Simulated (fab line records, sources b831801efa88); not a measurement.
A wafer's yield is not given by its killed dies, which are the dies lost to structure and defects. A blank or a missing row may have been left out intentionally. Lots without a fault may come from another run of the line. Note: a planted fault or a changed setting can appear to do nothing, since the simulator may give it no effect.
What tool caused it? :: flow gf180mcu :: 12 lots, 36 wafers sampled, at 5 steps of a route of 602

## WHAT EACH GAUGE READ, for each wafer
The record lacks any reading of a measuring or inspecting step that a usual standard deviation could be used to judge.

## TOOL THAT RAN EACH LOT (tool first, then ch and the chambers of the sampled wafers, then the start)
lot: L330
GF_STI_ETCH_14: rie si-01 ch 0,2,3, day 2 06:34
GF_STI_CMP_25: cmp-01 ch 0,1,2, day 2 08:25
GF_LVPWELL_COAT_02: litho track-04 ch 0, day 3 19:17
GF_LVPWELL_STRIP_10: plasma asher-03 ch 0,1, day 4 02:38
GF_V1_ETCH_16: rie diel-03 ch 0,1,2, day 18 08:53

lot: L331
GF_STI_ETCH_14: rie si-02 ch 1,2,3, day 2 13:35
GF_STI_CMP_25: cmp-02 ch 1,2, day 2 15:35
GF_LVPWELL_COAT_02: litho track-02 ch 0, day 4 03:20
GF_LVPWELL_STRIP_10: plasma asher-04 ch 0,1, day 4 10:41
GF_V1_ETCH_16: rie diel-01 ch 0,1, day 18 20:38

lot: L332
GF_STI_ETCH_14: rie si-01 ch 0,1,3, day 2 17:01
GF_STI_CMP_25: cmp-01 ch 0,2,3, day 2 19:25
GF_LVPWELL_COAT_02: litho track-02 ch 0, day 4 07:23
GF_LVPWELL_STRIP_10: plasma asher-04 ch 0,1, day 4 13:56
GF_V1_ETCH_16: rie diel-01 ch 0,2,3, day 19 05:35

lot: L334
GF_STI_ETCH_14: rie si-01 ch 2,3, day 3 05:04
GF_STI_CMP_25: cmp-01 ch 1,2, day 3 06:56
GF_LVPWELL_COAT_02: litho track-04 ch 0, day 4 19:35
GF_LVPWELL_STRIP_10: plasma asher-03 ch 0,1, day 5 03:08
GF_V1_ETCH_16: rie diel-01 ch 0,1, day 20 14:42

lot: L335
GF_STI_ETCH_14: rie si-02 ch 0,3, day 3 08:16
GF_STI_CMP_25: cmp-01 ch 1,2, day 3 10:19
GF_LVPWELL_COAT_02: litho track-02 ch 0, day 4 22:32
GF_LVPWELL_STRIP_10: plasma asher-02 ch 0,1, day 5 05:28
GF_V1_ETCH_16: rie diel-03 ch 1,2,3, day 20 13:45

lot: L336
GF_STI_ETCH_14: rie si-02 ch 2,3, day 3 14:19
GF_STI_CMP_25: cmp-01 ch 0,2,3, day 3 16:41
GF_LVPWELL_COAT_02: litho track-02 ch 0, day 5 05:05
GF_LVPWELL_STRIP_10: plasma asher-02 ch 0,1, day 5 12:40
GF_V1_ETCH_16: rie diel-03 ch 2,3, day 20 22:57

lot: L338
GF_STI_ETCH_14: rie si-02 ch 0,2,3, day 3 23:22
GF_STI_CMP_25: cmp-02 ch 1,2,3, day 4 01:16
GF_LVPWELL_COAT_02: litho track-03 ch 0, day 5 14:53
GF_LVPWELL_STRIP_10: plasma asher-04 ch 0,1, day 5 22:17
GF_V1_ETCH_16: rie diel-03 ch 2,3, day 21 20:28

lot: L339
GF_STI_ETCH_14: rie si-02 ch 0,1, day 4 04:44
GF_STI_CMP_25: cmp-02 ch 2,3, day 4 07:42
GF_LVPWELL_COAT_02: litho track-04 ch 0, day 5 22:10
GF_LVPWELL_STRIP_10: plasma asher-03 ch 0,1, day 6 06:32
GF_V1_ETCH_16: rie diel-01 ch 0,1,3, day 22 06:36

lot: L342
GF_STI_ETCH_14: rie si-01 ch 0,3, day 4 19:38
GF_STI_CMP_25: cmp-02 ch 0,3, day 4 21:32
GF_LVPWELL_COAT_02: litho track-03 ch 0, day 6 14:45
GF_LVPWELL_STRIP_10: plasma asher-02 ch 0,1, day 6 23:03
GF_V1_ETCH_16: rie diel-02 ch 0,2,3, day 23 10:25

lot: L347
GF_STI_ETCH_14: rie si-02 ch 0,2, day 5 22:34
GF_STI_CMP_25: cmp-01 ch 0,2, day 6 00:26
GF_LVPWELL_COAT_02: litho track-03 ch 0, day 7 18:15
GF_LVPWELL_STRIP_10: plasma asher-03 ch 0,1, day 8 02:46
GF_V1_ETCH_16: rie diel-01 ch 1,3, day 24 22:46

lot: L348
GF_STI_ETCH_14: rie si-02 ch 0,1,2, day 6 04:49
GF_STI_CMP_25: cmp-02 ch 0,3, day 6 06:40
GF_LVPWELL_COAT_02: litho track-03 ch 0, day 8 00:48
GF_LVPWELL_STRIP_10: plasma asher-03 ch 0,1, day 8 09:54
GF_V1_ETCH_16: rie diel-03 ch 1,2,3, day 25 11:46

lot: L352
GF_STI_ETCH_14: rie si-02 ch 0,1,3, day 7 00:14
GF_STI_CMP_25: cmp-01 ch 1,2,3, day 7 02:15
GF_LVPWELL_COAT_02: litho track-02 ch 0, day 8 21:28
GF_LVPWELL_STRIP_10: plasma asher-02 ch 0,1, day 9 06:43
GF_V1_ETCH_16: rie diel-03 ch 1,2, day 26 07:31
- GF_STI_ETCH_14: etches Si in HBr/Cl2/O2, target depth 360 nm, time 102.9 s.
- GF_STI_CMP_25: polishes, stops on Si3N4, t overpolish 33 s, target thk 524.6 nm.
- GF_LVPWELL_COAT_02: resist thk 3000 nm.
- GF_LVPWELL_STRIP_10: strips in O2/N2.
- GF_V1_ETCH_16: etches BARC in N2/H2.

## AS READ BY THE TOOLS THEMSELVES (means over the sampled wafers that have a number; for cases with no such wafer, the mark the record gives instead)
GF_STI_ETCH_14. Usual: drypump motor current A 5.81 A, standard deviation 0.26; mfc cl2 sccm 39.99 sccm, standard deviation 0.11; oes product au 0.995 a.u., standard deviation 0.0085; throttle valve pct 25.657 %, standard deviation 0.0095.
lot: L330
tool: rie si-01
drypump motor current A (A): 5.99
mfc cl2 sccm (sccm): 39.92
oes product au (a.u.): 1.000
throttle valve pct (%): 25.651
flag: 

lot: L331
tool: rie si-02
drypump motor current A (A): 5.72
mfc cl2 sccm (sccm): 39.94
oes product au (a.u.): 0.982
throttle valve pct (%): 25.658
flag: 

lot: L332
tool: rie si-01
drypump motor current A (A): 5.98
mfc cl2 sccm (sccm): 40.02
oes product au (a.u.): 1.009
throttle valve pct (%): 25.649
flag: 

lot: L334
tool: rie si-01
drypump motor current A (A): 5.86
mfc cl2 sccm (sccm): 40.05
oes product au (a.u.): 0.990
throttle valve pct (%): 25.664
flag: 

lot: L335
tool: rie si-02
drypump motor current A (A): 5.81
mfc cl2 sccm (sccm): 39.90
oes product au (a.u.): 0.995
throttle valve pct (%): 25.660
flag: 

lot: L336
tool: rie si-02
drypump motor current A (A): 5.88
mfc cl2 sccm (sccm): 40.09
oes product au (a.u.): 0.996
throttle valve pct (%): 25.653
flag: 

lot: L338
tool: rie si-02
drypump motor current A (A): 5.81
mfc cl2 sccm (sccm): 39.97
oes product au (a.u.): 0.992
throttle valve pct (%): 25.662
flag: 

lot: L339
tool: rie si-02
drypump motor current A (A): 5.54
mfc cl2 sccm (sccm): 39.95
oes product au (a.u.): 0.998
throttle valve pct (%): 25.663
flag: 

lot: L342
tool: rie si-01
drypump motor current A (A): 6.04
mfc cl2 sccm (sccm): 39.95
oes product au (a.u.): 0.993
throttle valve pct (%): 25.653
flag: 

lot: L347
tool: rie si-02
drypump motor current A (A): 5.71
mfc cl2 sccm (sccm): 39.99
oes product au (a.u.): 0.992
throttle valve pct (%): 25.662
flag: 

lot: L348
tool: rie si-02
drypump motor current A (A): 5.61
mfc cl2 sccm (sccm): 39.94
oes product au (a.u.): 0.989
throttle valve pct (%): 25.659
flag: 

lot: L352
tool: rie si-02
drypump motor current A (A): 5.63
mfc cl2 sccm (sccm): 40.02
oes product au (a.u.): 0.986
throttle valve pct (%): 25.657
flag: 

GF_STI_CMP_25. Usual: head pressure psi 4.000 psi, standard deviation 0.0072; motor current A 12.1 A, standard deviation 1.3; overpolish run s 33.000 s, standard deviation 0.0092; time to endpoint s 123 s, standard deviation 4.5.
lot: L330
tool: cmp-01
head pressure psi (psi): 4.000
motor current A (A): 11.5
overpolish run s (s): 32.996
time to endpoint s (s): 125
flag: 

lot: L331
tool: cmp-02
head pressure psi (psi): 4.003
motor current A (A): 10.5
overpolish run s (s): 33.010
time to endpoint s (s): 134
flag: 

lot: L332
tool: cmp-01
head pressure psi (psi): 4.001
motor current A (A): 11.5
overpolish run s (s): 32.990
time to endpoint s (s): 125
flag: 

lot: L334
tool: cmp-01
head pressure psi (psi): 3.995
motor current A (A): 12.3
overpolish run s (s): 33.003
time to endpoint s (s): 124
flag: 

lot: L335
tool: cmp-01
head pressure psi (psi): 4.002
motor current A (A): 12.7
overpolish run s (s): 33.001
time to endpoint s (s): 124
flag: 

lot: L336
tool: cmp-01
head pressure psi (psi): 4.007
motor current A (A): 11.9
overpolish run s (s): 33.006
time to endpoint s (s): 123
flag: 

lot: L338
tool: cmp-02
head pressure psi (psi): 3.998
motor current A (A): 11.8
overpolish run s (s): 33.001
time to endpoint s (s): 130
flag: 

lot: L339
tool: cmp-02
head pressure psi (psi): 4.002
motor current A (A): 12.2
overpolish run s (s): 32.994
time to endpoint s (s): 124
flag: 

lot: L342
tool: cmp-02
head pressure psi (psi): 4.003
motor current A (A): 13.7
overpolish run s (s): 32.994
time to endpoint s (s): 120
flag: 

lot: L347
tool: cmp-01
head pressure psi (psi): 3.997
motor current A (A): 11.5
overpolish run s (s): 32.998
time to endpoint s (s): 121
flag: 

lot: L348
tool: cmp-02
head pressure psi (psi): 4.004
motor current A (A): 13.7
overpolish run s (s): 33.005
time to endpoint s (s): 114
flag: 

lot: L352
tool: cmp-01
head pressure psi (psi): 3.996
motor current A (A): 12.6
overpolish run s (s): 32.995
time to endpoint s (s): 115
flag: 

GF_LVPWELL_STRIP_10. Usual: drypump motor current A 5.5 A, standard deviation 0.58; heater power w 368 W, standard deviation 40; o2 flow sccm 3000 sccm, standard deviation 9.1; oes product au 0.723 a.u., standard deviation 0.0042; platen temp c 249.92 C, standard deviation 0.18; strip time to endpoint s 36.90 s, standard deviation 0.11.
lot: L330
tool: plasma asher-03
drypump motor current A (A): 5.1
heater power w (W): 320
o2 flow sccm (sccm): 2997
oes product au (a.u.): 0.724
platen temp c (C): 250.09
strip time to endpoint s (s): 36.89
flag: 

lot: L331
tool: plasma asher-04
drypump motor current A (A): 5.8
heater power w (W): 408
o2 flow sccm (sccm): 2996
oes product au (a.u.): 0.719
platen temp c (C): 249.84
strip time to endpoint s (s): 36.82
flag: 

lot: L332
tool: plasma asher-04
drypump motor current A (A): 5.3
heater power w (W): 394
o2 flow sccm (sccm): 3004
oes product au (a.u.): 0.722
platen temp c (C): 250.02
strip time to endpoint s (s): 37.03
flag: 

lot: L334
tool: plasma asher-03
drypump motor current A (A): 5.5
heater power w (W): 329
o2 flow sccm (sccm): 2995
oes product au (a.u.): 0.725
platen temp c (C): 250.05
strip time to endpoint s (s): 37.04
flag: 

lot: L335
tool: plasma asher-02
drypump motor current A (A): 5.5
heater power w (W): 365
o2 flow sccm (sccm): 2993
oes product au (a.u.): 0.723
platen temp c (C): 249.84
strip time to endpoint s (s): 36.95
flag: 

lot: L336
tool: plasma asher-02
drypump motor current A (A): 5.8
heater power w (W): 382
o2 flow sccm (sccm): 3008
oes product au (a.u.): 0.722
platen temp c (C): 249.88
strip time to endpoint s (s): 36.97
flag: 

lot: L338
tool: plasma asher-04
drypump motor current A (A): 5.3
heater power w (W): 398
o2 flow sccm (sccm): 2999
oes product au (a.u.): 0.722
platen temp c (C): 249.93
strip time to endpoint s (s): 36.73
flag: 

lot: L339
tool: plasma asher-03
drypump motor current A (A): 5.1
heater power w (W): 311
o2 flow sccm (sccm): 2990
oes product au (a.u.): 0.722
platen temp c (C): 249.90
strip time to endpoint s (s): 36.91
flag: 

lot: L342
tool: plasma asher-02
drypump motor current A (A): 5.4
heater power w (W): 360
o2 flow sccm (sccm): 2998
oes product au (a.u.): 0.723
platen temp c (C): 250.07
strip time to endpoint s (s): 36.80
flag: 

lot: L347
tool: plasma asher-03
drypump motor current A (A): 5.1
heater power w (W): 311
o2 flow sccm (sccm): 2987
oes product au (a.u.): 0.725
platen temp c (C): 249.69
strip time to endpoint s (s): 35.71
flag: OFF

lot: L348
tool: plasma asher-03
drypump motor current A (A): 5.1
heater power w (W): 313
o2 flow sccm (sccm): 3002
oes product au (a.u.): 0.722
platen temp c (C): 250.11
strip time to endpoint s (s): 35.84
flag: OFF

lot: L352
tool: plasma asher-02
drypump motor current A (A): 5.4
heater power w (W): 359
o2 flow sccm (sccm): 3011
oes product au (a.u.): 0.724
platen temp c (C): 250.06
strip time to endpoint s (s): 37.06
flag: 

GF_V1_ETCH_16. Usual: drypump motor current A 5.9 A, standard deviation 0.44; oes product au 0.854 a.u., standard deviation 0.0051; throttle valve pct 13.226 %, standard deviation 0.0093.
lot: L330
tool: rie diel-03
drypump motor current A (A): 5.8
oes product au (a.u.): 0.850
throttle valve pct (%): 13.234
flag: 

lot: L331
tool: rie diel-01
drypump motor current A (A): 6.3
oes product au (a.u.): 0.854
throttle valve pct (%): 13.232
flag: 

lot: L332
tool: rie diel-01
drypump motor current A (A): 5.8
oes product au (a.u.): 0.854
throttle valve pct (%): 13.220
flag: 

lot: L334
tool: rie diel-01
drypump motor current A (A): 6.0
oes product au (a.u.): 0.854
throttle valve pct (%): 13.223
flag: 

lot: L335
tool: rie diel-03
drypump motor current A (A): 5.7
oes product au (a.u.): 0.850
throttle valve pct (%): 13.220
flag: 

lot: L336
tool: rie diel-03
drypump motor current A (A): 5.3
oes product au (a.u.): 0.854
throttle valve pct (%): 13.234
flag: 

lot: L338
tool: rie diel-03
drypump motor current A (A): 5.4
oes product au (a.u.): 0.850
throttle valve pct (%): 13.220
flag: 

lot: L339
tool: rie diel-01
drypump motor current A (A): 6.0
oes product au (a.u.): 0.858
throttle valve pct (%): 13.216
flag: 

lot: L342
tool: rie diel-02
drypump motor current A (A): 6.0
oes product au (a.u.): 0.855
throttle valve pct (%): 13.218
flag: 

lot: L347
tool: rie diel-01
drypump motor current A (A): 6.4
oes product au (a.u.): 0.855
throttle valve pct (%): 13.219
flag: 

lot: L348
tool: rie diel-03
drypump motor current A (A): 5.7
oes product au (a.u.): 0.847
throttle valve pct (%): 13.221
flag: 

lot: L352
tool: rie diel-03
drypump motor current A (A): 5.9
oes product au (a.u.): 0.851
throttle valve pct (%): 13.218
flag: 

## THE ANSWER, worked out from the rows above alone
Rule: lot off if the mean of its wafers having a number is beyond 3 standard deviations from the usual mean. A lot without any number at a reading at which 4 lots or more have one is off too. Where the step has rows for the other lots, those lots are counted as sound. First the gauges in route order, then the tools' own readings, where a lot's mean is used as printed above. At the first step where some lot is off, the reading lying furthest off is the one used; lots without a number count as furthest.
Off, at GF_LVPWELL_STRIP_10 on strip time to endpoint s: L347, L348.
A tool fits if, at that step or a process step before it, it ran every lot that is off, and no sound lot after the first of them. 2 tools fit, litho track-03 at GF_LVPWELL_COAT_02 and plasma asher-03 at GF_LVPWELL_STRIP_10, so this cannot tell which one it is.

## WHAT HAD BEEN PUT IN BY THE SIMULATOR
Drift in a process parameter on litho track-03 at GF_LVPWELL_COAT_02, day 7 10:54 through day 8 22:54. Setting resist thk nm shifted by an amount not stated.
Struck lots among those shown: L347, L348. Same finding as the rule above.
